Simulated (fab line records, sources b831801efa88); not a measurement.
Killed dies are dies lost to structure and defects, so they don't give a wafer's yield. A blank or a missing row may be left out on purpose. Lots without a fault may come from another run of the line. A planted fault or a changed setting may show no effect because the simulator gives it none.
fab line records | flow gf180mcu
record lots=6 wafers=18 last_day=33
route steps=602 shown V5@541
lots that met no fault: from a run of the same line without faults
start_h: hours from the record's first day to the start of the lot's first wafer shown | wait_h: hours since the lot's step before | " the same as in the row above | L1.1+2: a row that stands for several wafers | - no value, or no start given | * or withheld: withheld | < > ~ a bound
route shown NAME@n: a module of which the file shows steps, and the number in the route of the first | usual: mean/standard deviation of fault-free wafers | same: alike in all rows | chamber/n: place in a boat | sites: the reading at each site | _std_site: their standard deviation | _edge_site: outer sites' mean less inner sites' | radius_mm: how far each site lies from the wafer's centre | mask NAME#n: copy n | behind: the tool/chamber that last shaped the wafer | hold: why the lot was held/for how many hours/how that ended | device: the transistor (n, p or np) that didn't switch | end of line: the same wafers' tests at the end of the route | a step without rows: its recipe alone | killed: dies lost to structure and defects at the first sort, not the wafer's yield | map: a wafer's dies, x killed, . not, _ none there
set.NAME: the setting as run; set.NAME@STEP: as run at that earlier step | model.NAME: the simulator's own value behind a step, which no gauge read
lots at some steps of the route; a table a step, a row a wafer
services: from which hour (start_h, from the record's first day; less than 0 if before it) a tool's chamber was out of use, for how many hours, and why
## steps
# step GF_V5_THK_MEAS_01
# recipe reads=SiO2_of_V5_CVD_00
# usual V5_CVD_00_THK=301.4/3
# columns lot.wafer tool chamber start_h wait_h V5_CVD_00_THK[nm]
L728.3 film_metro-01 - 662.81 0.0 301.6
L728.4 " - " " 303.2
L728.5 " - " " 301.0
L735.1 film_metro-01 - 710.67 0.0 296.6
L735.2 " - " " 299.9
L735.5 " - " " 299.8
L736.2 film_metro-03 - 719.16 0.0 303.2
L736.4 " - " " 303.3
L736.6 " - " " 300.1
L737.2 film_metro-01 - 724.56 0.1 300.5
L737.4 " - " " 303.0
L737.5 " - " " 299.7
L740.1 film_metro-03 - 739.73 0.0 303.0
L740.3 " - " " 300.8
L740.6 " - " " 302.0
L741.2 film_metro-03 - 749.60 0.0 301.8
L741.4 " - " " 299.1
L741.6 " - " " 300.1
# step GF_V5_CVD_02
# recipe material=SiO2 target_thk_nm=1450 precursor=TEOS temp_c=400 time_s=163.28 rf_w=600
# usual heater_power_outer_w=365/56 heater_power_w=635/84
# same time_s=163.28
# columns lot.wafer tool chamber start_h wait_h heater_power_outer_w heater_power_w
L728.3 pecvd-01 0 662.85 0.0 301 618
L728.4 " 0 " " 357 663
L728.5 " 1 " " 421 709
L735.1 pecvd-01 2 710.73 0.1 324 501
L735.2 " 1 " " 425 739
L735.5 " 2 " " 376 579
L736.2 pecvd-01 2 719.21 0.0 355 539
L736.4 " 2 " " 380 609
L736.6 " 0 " " 369 686
L737.2 pecvd-03 1 724.61 0.0 306 505
L737.4 " 0 " " 264 524
L737.5 " 2 " " 382 632
L740.1 pecvd-04 0 739.79 0.1 340 645
L740.3 " 1 " " 381 711
L740.6 " 0 " " 392 694
L741.2 pecvd-03 1 749.65 0.0 373 602
L741.4 " 2 " " 487 767
L741.6 " 1 " " 285 469
# step GF_V5_THK_MEAS_03
# recipe reads=SiO2_of_V5_CVD_02
# usual V5_CVD_02_THK=1453/19
# columns lot.wafer tool chamber start_h wait_h V5_CVD_02_THK[nm]
L728.3 film_metro-04 - 662.98 0.1 1418
L728.4 " - " " 1459
L728.5 " - " " 1442
L735.1 film_metro-04 - 710.84 0.1 1435
L735.2 " - " " 1437
L735.5 " - " " 1451
L736.2 film_metro-04 - 719.33 0.1 1451
L736.4 " - " " 1455
L736.6 " - " " 1485
L737.2 film_metro-04 - 724.73 0.1 1448
L737.4 " - " " 1479
L737.5 " - " " 1484
L740.1 film_metro-04 - 739.90 0.1 1418
L740.3 " - " " 1429
L740.6 " - " " 1453
L741.2 film_metro-01 - 749.77 0.1 1394
L741.4 " - " " 1466
L741.6 " - " " 1458
# step GF_V5_CMP_04
# recipe material=SiO2 down_force_psi=4 platen_rpm=60 pad_velocity_m_s=0.94248
# usual motor_current_A=12.2/0.9
# columns lot.wafer tool chamber start_h wait_h motor_current_A
L728.4 cmp-01 3 663.07 0.1 11.7
L728.3 " 0 " " 11.0
L728.5 " 3 " " 12.1
L735.2 cmp-01 0 710.95 0.1 11.1
L735.1 " 2 " " 12.4
L735.5 " 0 " " 11.0
L736.4 cmp-01 3 719.48 0.1 12.4
L736.2 " 0 " " 10.7
L736.6 " 2 " " 12.8
L737.4 cmp-01 3 724.83 0.1 11.8
L737.2 " 1 " " 12.0
L737.5 " 3 " " 11.9
L740.1 cmp-01 3 739.96 0.1 12.0
L740.3 " 2 " " 13.0
L740.6 " 3 " " 12.1
L741.4 cmp-01 0 749.82 0.0 10.7
L741.2 " 2 " " 13.3
L741.6 " 0 " " 11.0
# step GF_V5_BOW_MEAS_05
# recipe mode=bow
# usual V5_BOW=132/9.1
# columns lot.wafer tool chamber start_h wait_h V5_BOW[um]
L728.3 film_metro-03 - 663.36 0.2 133
L728.4 " - " " 129
L728.5 " - " " 135
L735.1 film_metro-03 - 711.20 0.1 149
L735.2 " - " " 154
L735.5 " - " " 153
L736.2 film_metro-01 - 719.70 0.1 137
L736.4 " - " " 154
L736.6 " - " " 141
L737.2 film_metro-01 - 725.10 0.1 126
L737.4 " - " " 131
L737.5 " - " " 130
L740.1 film_metro-03 - 740.26 0.2 130
L740.3 " - " " 125
L740.6 " - " " 134
L741.2 film_metro-03 - 750.14 0.2 135
L741.4 " - " " 122
L741.6 " - " " 133
# step GF_V5_DEHYDRATE_06
# recipe temp_c=200 time_s=60
# step GF_V5_HMDS_07
# recipe prime_time_s=60 prime_temp_c=120
# step GF_V5_COAT_08
# recipe resist=BARC temp_c=withheld time_s=withheld spin_rpm=withheld resist_thk_nm=withheld
# step GF_V5_COAT_09
# recipe resist=KrF spin_rpm=withheld resist_thk_nm=1000
# step GF_V5_SOFTBAKE_10
# recipe temp_c=130 time_s=60 resist=KrF
# step GF_V5_EXPOSE_11
# recipe mask_id=Via5 target_cd_nm=260 na=0.68 source_shape=conventional sigma_outer=0.6 dose_mj=38
# step GF_V5_PEB_12
# recipe peb_temp_c=135 peb_time_s=90 resist=KrF
# step GF_V5_DEVELOP_13
# recipe develop_time_s=60 resist=KrF dev_temp_c=21
# usual chill_plate_temp_C=23.02/0.11 develop_time_s=60/0
# columns lot.wafer tool chamber start_h wait_h chill_plate_temp_C develop_time_s model.KrF_of_V5_COAT_09.thk_nm
L728.3 litho_track-01 0 682.82 0.1 23.09 60 983.5
L728.4 " 0 " " 23.01 60 984.6
L728.5 " 0 " " 23.01 60 983
L735.1 litho_track-03 - 728.89 0.2 - - 995.6
L735.2 " - " " - - 999.2
L735.5 " - " " - - 999.3
L736.2 litho_track-02 - 737.20 0.2 - - 1002
L736.4 " - " " - - 1000
L736.6 " - " " - - 1004
L737.2 litho_track-01 0 742.85 0.2 22.82 60 979.7
L737.4 " 0 " " 22.94 60 983.7
L737.5 " 0 " " 22.93 60 979.5
L740.1 litho_track-03 0 757.14 0.2 22.88 60 984.4
L740.3 " 0 " " 22.91 60 987.9
L740.6 " 0 " " 23.04 60 985.3
L741.2 litho_track-01 0 766.55 0.2 23.20 60 989.7
L741.4 " 0 " " 23.00 60 986.8
L741.6 " 0 " " 23.10 60 985.5
# step GF_V5_CD_MEAS_14
# recipe target_cd_nm=260
# usual cd_nm=259.9/1.3
# columns lot.wafer tool chamber start_h wait_h cd_nm
L728.3 cd_sem-02 - 682.96 0.1 259.0
L728.4 " - " " 259.0
L728.5 " - " " 258.8
L735.1 cd_sem-01 - 729.04 0.1 -
L735.2 " - " " -
L735.5 " - " " -
L736.2 cd_sem-01 - 737.35 0.1 -
L736.4 " - " " -
L736.6 " - " " -
L737.2 cd_sem-01 - 742.99 0.1 262.6
L737.4 " - " " 261.0
L737.5 " - " " 261.7
L740.1 cd_sem-01 - 757.29 0.1 261.0
L740.3 " - " " 261.2
L740.6 " - " " 260.6
L741.2 cd_sem-01 - 766.69 0.1 258.8
L741.4 " - " " 260.0
L741.6 " - " " 258.4
## services
# columns tool chamber start_h hours kind
pecvd-04 - 645.50 0.4 repair
pecvd-01 1 665.87 23.0 repair
pecvd-04 - 678.76 3.9 repair
pecvd-04 - 757.66 0.8 repair
## key
first_sign step=GF_V5_DEVELOP_13 reading=tool_record direction=missing
effect none on later readings
model_effect step=GF_V5_DEVELOP_13 value=KrF_of_V5_COAT_09.thk_nm without=985.1 struck=1000
met_at GF_V5_DEVELOP_13
struck_wafers L735.1,L735.2,L735.5,L736.2,L736.4,L736.6
later_rows_left_out L735.1,L735.2,L735.5,L736.2,L736.4,L736.6
sort_left_out L735.1,L735.2,L735.5,L736.2,L736.4,L736.6
fault kind=skipped_step_whole tool=litho_track-02,litho_track-03 chamber=- onset_h=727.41 steps=GF_V5_DEVELOP_13 scope=struck_lots_only
# sort_left_out: the simulated sort isn't trusted on such a fault, so these wafers' sort isn't shown, and their yield isn't known
# later_rows_left_out: the simulator's readings of these wafers behind a module that went badly wrong aren't trusted and aren't shown, but for the sort
